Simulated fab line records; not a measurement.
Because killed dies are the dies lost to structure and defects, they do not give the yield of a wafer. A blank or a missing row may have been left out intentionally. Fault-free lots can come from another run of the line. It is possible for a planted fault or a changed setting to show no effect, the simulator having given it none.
Matching of chambers / flow gf180mcu / GF_SAB_ETCH_11 on rie_diel-01 has 4 sister chambers
The step etches SiO2 in C4F8/O2/Ar, target depth 55 nm, time 8.5 s. 4 wafers are shown with their chamber, then 8 later ones without.

WAFERS, EACH WITH ITS CHAMBER
wafer=L823.5; chamber=2; bias_w (W)=1194
wafer=L833.5; chamber=1; bias_w (W)=1200
wafer=L833.6; chamber=3; bias_w (W)=1194
wafer=L835.1; chamber=0; bias_w (W)=1199

WAFERS WITHOUT THEIR CHAMBER
wafer=L835.5; bias_w (W)=1201
wafer=L835.6; bias_w (W)=1200
wafer=L836.2; bias_w (W)=1198
wafer=L836.4; bias_w (W)=1193
wafer=L836.5; bias_w (W)=1199
wafer=L839.3; bias_w (W)=1197
wafer=L839.4; bias_w (W)=1204
wafer=L839.5; bias_w (W)=1192

WHICH CHAMBER EACH WENT THROUGH
wafer=L835.5; from the rows above=can't be placed: 1 or 0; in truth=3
wafer=L835.6; from the rows above=can't be placed: 1 or 0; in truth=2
wafer=L836.2; from the rows above=can't be placed: 0 or 1 or 2 or 3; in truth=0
wafer=L836.4; from the rows above=can't be placed: 2 or 3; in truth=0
wafer=L836.5; from the rows above=can't be placed: 0 or 1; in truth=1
wafer=L839.3; from the rows above=can't be placed: 0 or 1 or 2 or 3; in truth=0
wafer=L839.4; from the rows above=can't be placed: 1 or 0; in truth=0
wafer=L839.5; from the rows above=can't be placed: 2 or 3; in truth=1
Correctly placed: 0 of 8. From these rows, 8 cannot be placed; in 4 the true chamber is one of the candidates. Number placed wrongly: 0.
How it was worked out, from the rows above alone: a wafer's distance from a chamber is the root of the sum, over the readings, of the square of ((its reading less the chamber's mean) divided by the reading's scatter). The wafer belongs to the nearest chamber; if the next one is less than 2 further off, it can't be placed. A chamber's mean is the mean of its shown wafers. The scatter (one wafer shown for each chamber): square how far every hidden wafer sits from the nearest shown wafer, average those squares and take the square root.
